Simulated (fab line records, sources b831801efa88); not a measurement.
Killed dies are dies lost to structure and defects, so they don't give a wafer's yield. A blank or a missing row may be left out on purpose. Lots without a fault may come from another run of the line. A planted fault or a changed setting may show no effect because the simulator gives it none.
Which tool did it? | flow gf180mcu | 10 lots, 30 wafers sampled, at 6 steps of a route of 602

WHAT THE GAUGES READ, wafer by wafer
GF_POLY_GATE_THK_MEAS_01. Usual: POLY_GATE_CVD_00_THK 200.3 nm, standard deviation 1.9.
lot  | measured     | on            | POLY_GATE_CVD_00_THK (nm) | flag
L578 | day 8 12:00  | film_metro-04 | 200.0 200.9 199.8         |
L579 | day 8 16:55  | film_metro-04 | 199.8 198.7 200.6         |
L580 | day 9 01:13  | film_metro-03 | 197.8 197.4 196.5         |
L590 | day 12 00:39 | film_metro-04 | 181.1 182.8 180.5         | OFF
L591 | day 12 11:18 | film_metro-04 | 199.9 199.6 199.5         |
L593 | day 12 18:20 | film_metro-01 | 199.7 200.7 200.3         |
L594 | day 13 03:40 | film_metro-03 | 201.7 203.0 200.9         |
L596 | day 13 18:59 | film_metro-01 | 200.1 199.3 198.5         |
L597 | day 14 02:24 | film_metro-03 | 196.7 197.1 196.7         |
L600 | day 14 20:35 | film_metro-04 | 199.0 199.1 200.3         |

GF_M2_THK_MEAS_06: measures by xrf. Usual: M2_ALCU_THK 443 nm, standard deviation 4.9.
lot  | measured     | on            | M2_ALCU_THK (nm) | flag
L578 | day 18 04:24 | film_metro-01 | 447 453 441      |
L579 | day 18 13:05 | film_metro-01 | 450 441 451      |
L580 | day 18 23:28 | film_metro-01 | 439 440 434      |
L590 | day 22 19:32 | film_metro-03 | 439 441 439      |
L591 | day 23 08:40 | film_metro-04 | 450 447 445      |
L593 | day 23 16:25 | film_metro-04 | 442 445 443      |
L594 | day 24 02:38 | film_metro-04 | 436 436 439      |
L596 | day 24 18:19 | film_metro-04 | 444 444 445      |
L597 | day 25 02:55 | film_metro-03 | 445 445 442      |
L600 | day 25 21:26 | film_metro-03 | 445 446 446      |

WHICH TOOL RAN EACH LOT (tool, then ch and the chambers of the sampled wafers, then the start)
lot  | GF_POLY_GATE_CVD_00         | GF_POLY_GATE_ETCH_13             | GF_HV_LDD_STRIP_22                   | GF_V1_CMP_04
L578 | lpcvd-02 ch 0, day 8 10:40  | rie_si-01 ch 0,2,3, day 9 05:59  | plasma_asher-03 ch 0,1, day 10 20:08 | cmp-01 ch 0,1, day 17 03:19
L579 | lpcvd-02 ch 0, day 8 15:34  | rie_si-01 ch 0,2, day 9 10:26    | plasma_asher-01 ch 0,1, day 11 00:04 | cmp-02 ch 0,3, day 17 11:37
L580 | lpcvd-01 ch 1, day 8 23:52  | rie_si-01 ch 0,3, day 9 18:47    | plasma_asher-03 ch 0,1, day 11 10:55 | cmp-02 ch 0,1, day 17 22:14
L590 | lpcvd-01 ch 0, day 11 23:19 | rie_si-02 ch 0,1,2, day 12 20:32 | plasma_asher-04 ch 0,1, day 14 15:21 | cmp-02 ch 0,1,2, day 21 17:50
L591 | lpcvd-01 ch 1, day 12 09:57 | rie_si-01 ch 0,1,2, day 13 07:35 | plasma_asher-01 ch 0,1, day 15 03:37 | cmp-01 ch 0,1,2, day 22 07:13
L593 | lpcvd-02 ch 1, day 12 17:00 | rie_si-02 ch 0,1,3, day 13 15:02 | plasma_asher-01 ch 0,1, day 15 11:42 | cmp-01 ch 0,1,2, day 22 15:46
L594 | lpcvd-02 ch 1, day 13 02:20 | rie_si-01 ch 2,3, day 14 00:29   | plasma_asher-01 ch 1, day 15 21:23   | cmp-02 ch 0,2,3, day 23 01:33
L596 | lpcvd-02 ch 0, day 13 17:38 | rie_si-02 ch 0,1,2, day 14 15:38 | plasma_asher-01 ch 0,1, day 16 12:58 | cmp-02 ch 0,1, day 23 18:01
L597 | lpcvd-01 ch 1, day 14 01:04 | rie_si-02 ch 0,1,2, day 14 23:29 | plasma_asher-03 ch 0,1, day 16 21:36 | cmp-01 ch 1,2,3, day 24 03:20
L600 | lpcvd-02 ch 1, day 14 19:14 | rie_si-01 ch 0,1,2, day 15 19:53 | plasma_asher-01 ch 0,1, day 17 18:11 | cmp-01 ch 0,1, day 24 22:13
- GF_POLY_GATE_CVD_00: deposits poly-Si, target thk 200 nm, time 1200 s.
- GF_POLY_GATE_ETCH_13: etches poly-Si in HBr/Cl2, stops on SiO2, target depth 198.5 nm, time 69.6 s.
- GF_HV_LDD_STRIP_22: strips in O2/N2.
- GF_V1_CMP_04: polishes SiO2.

WHAT THE TOOLS THEMSELVES READ (means of the sampled wafers that have a number; where no wafer has one, the mark that the record gives instead)
GF_POLY_GATE_CVD_00. Usual: spike_tc_upper_C 619.9 C, standard deviation 1.1; zone_power_lower_pct 8.5 %, standard deviation 0.37.
lot  | tool     | spike_tc_upper_C (C) | zone_power_lower_pct (%) | flag
L578 | lpcvd-02 | 619.2                | 9.1                      |
L579 | lpcvd-02 | 621.0                | 9.2                      |
L580 | lpcvd-01 | 619.2                | 8.4                      |
L590 | lpcvd-01 | 620.9                | 8.4                      |
L591 | lpcvd-01 | 620.1                | 8.3                      |
L593 | lpcvd-02 | 618.8                | 8.2                      |
L594 | lpcvd-02 | 619.0                | 8.1                      |
L596 | lpcvd-02 | 620.5                | 9.0                      |
L597 | lpcvd-01 | 620.5                | 8.4                      |
L600 | lpcvd-02 | 619.5                | 8.2                      |

GF_POLY_GATE_ETCH_13. Usual: drypump_motor_current_A 5.8 A, standard deviation 0.52; oes_product_au 0.990 a.u., standard deviation 0.0071; throttle_valve_pct 33.684 %, standard deviation 0.0099.
lot  | tool      | drypump_motor_current_A (A) | oes_product_au (a.u.) | throttle_valve_pct (%) | flag
L578 | rie_si-01 | 5.7                         | 0.996                 | 33.687                 |
L579 | rie_si-01 | 6.2                         | 0.992                 | 33.675                 |
L580 | rie_si-01 | 5.5                         | 0.984                 | 33.684                 |
L590 | rie_si-02 | 6.2                         | 0.935                 | 33.693                 | OFF
L591 | rie_si-01 | 5.9                         | 0.985                 | 33.677                 |
L593 | rie_si-02 | 6.1                         | 0.989                 | 33.679                 |
L594 | rie_si-01 | 5.3                         | 1.000                 | 33.675                 |
L596 | rie_si-02 | 6.1                         | 0.978                 | 33.688                 |
L597 | rie_si-02 | 6.2                         | 0.979                 | 33.686                 |
L600 | rie_si-01 | 5.9                         | 0.987                 | 33.680                 |

GF_HV_LDD_STRIP_22. Usual: drypump_motor_current_A 6.0 A, standard deviation 0.34; heater_power_w 336 W, standard deviation 13; o2_flow_sccm 3001 sccm, standard deviation 9; oes_product_au 0.716 a.u., standard deviation 0.0044; strip_time_to_endpoint_s 12.63 s, standard deviation 0.031.
lot  | tool            | drypump_motor_current_A (A) | heater_power_w (W) | o2_flow_sccm (sccm) | oes_product_au (a.u.) | strip_time_to_endpoint_s (s) | flag
L578 | plasma_asher-03 | 6.2                         | 333                | 3005                | 0.718                 | 12.64                        |
L579 | plasma_asher-01 | 6.0                         | 331                | 2998                | 0.717                 | 12.62                        |
L580 | plasma_asher-03 | 6.0                         | 335                | 2994                | 0.718                 | 12.61                        |
L590 | plasma_asher-04 | 5.6                         | 340                | 3006                | 0.714                 | 12.63                        |
L591 | plasma_asher-01 | 6.0                         | 341                | 2999                | 0.716                 | 12.61                        |
L593 | plasma_asher-01 | 6.0                         | 332                | 2998                | 0.716                 | 12.66                        |
L594 | plasma_asher-01 | 6.0                         | 348                | 2988                | 0.719                 | 12.63                        |
L596 | plasma_asher-01 | 6.0                         | 336                | 3000                | 0.716                 | 12.65                        |
L597 | plasma_asher-03 | 6.3                         | 338                | 3004                | 0.720                 | 12.60                        |
L600 | plasma_asher-01 | 6.0                         | 340                | 3011                | 0.715                 | 12.66                        |

GF_V1_CMP_04. Usual: head_pressure_psi 4.000 psi, standard deviation 0.0087; motor_current_A 12.3 A, standard deviation 0.98; time_to_endpoint_s 78 s, standard deviation 5.4.
lot  | tool   | head_pressure_psi (psi) | motor_current_A (A) | time_to_endpoint_s (s) | flag
L578 | cmp-01 | 4.001                   | 11.9                | 88                     |
L579 | cmp-02 | 4.007                   | 11.2                | 78                     |
L580 | cmp-02 | 4.000                   | 12.0                | 85                     |
L590 | cmp-02 | 3.996                   | 12.3                | 87                     |
L591 | cmp-01 | 4.013                   | 11.7                | 78                     |
L593 | cmp-01 | 3.995                   | 12.1                | 72                     |
L594 | cmp-02 | 3.994                   | 11.5                | 75                     |
L596 | cmp-02 | 4.000                   | 11.5                | 76                     |
L597 | cmp-01 | 3.997                   | 12.7                | 79                     |
L600 | cmp-01 | 4.000                   | 12.3                | 78                     |

THE ANSWER, worked out from the rows above alone
Rule: a lot is off if the mean of its wafers that have a number lies more than 3 standard deviations from the usual mean. A lot without any number at a reading at which 4 lots or more have one is off too. The other lots that the step has rows for count as sound. The gauges are gone through in route order, then the tools' own readings, and for those a lot's mean is taken as printed above. The first step at which some lot is off is used, and at that step the reading that is off furthest; a lot without a number counts as furthest.
Off: L590, at GF_POLY_GATE_THK_MEAS_01 (POLY_GATE_CVD_00_THK).
A tool fits if, at a process step before that reading, it ran every lot that is off, and no sound lot after the first of them. The gauges at GF_POLY_GATE_THK_MEAS_01 aren't tried: what is off there is off at GF_POLY_GATE_ETCH_13 too, on other tools, and a gauge's error can't cause that. None of those tried fits.

WHAT THE SIMULATOR HAD PUT IN
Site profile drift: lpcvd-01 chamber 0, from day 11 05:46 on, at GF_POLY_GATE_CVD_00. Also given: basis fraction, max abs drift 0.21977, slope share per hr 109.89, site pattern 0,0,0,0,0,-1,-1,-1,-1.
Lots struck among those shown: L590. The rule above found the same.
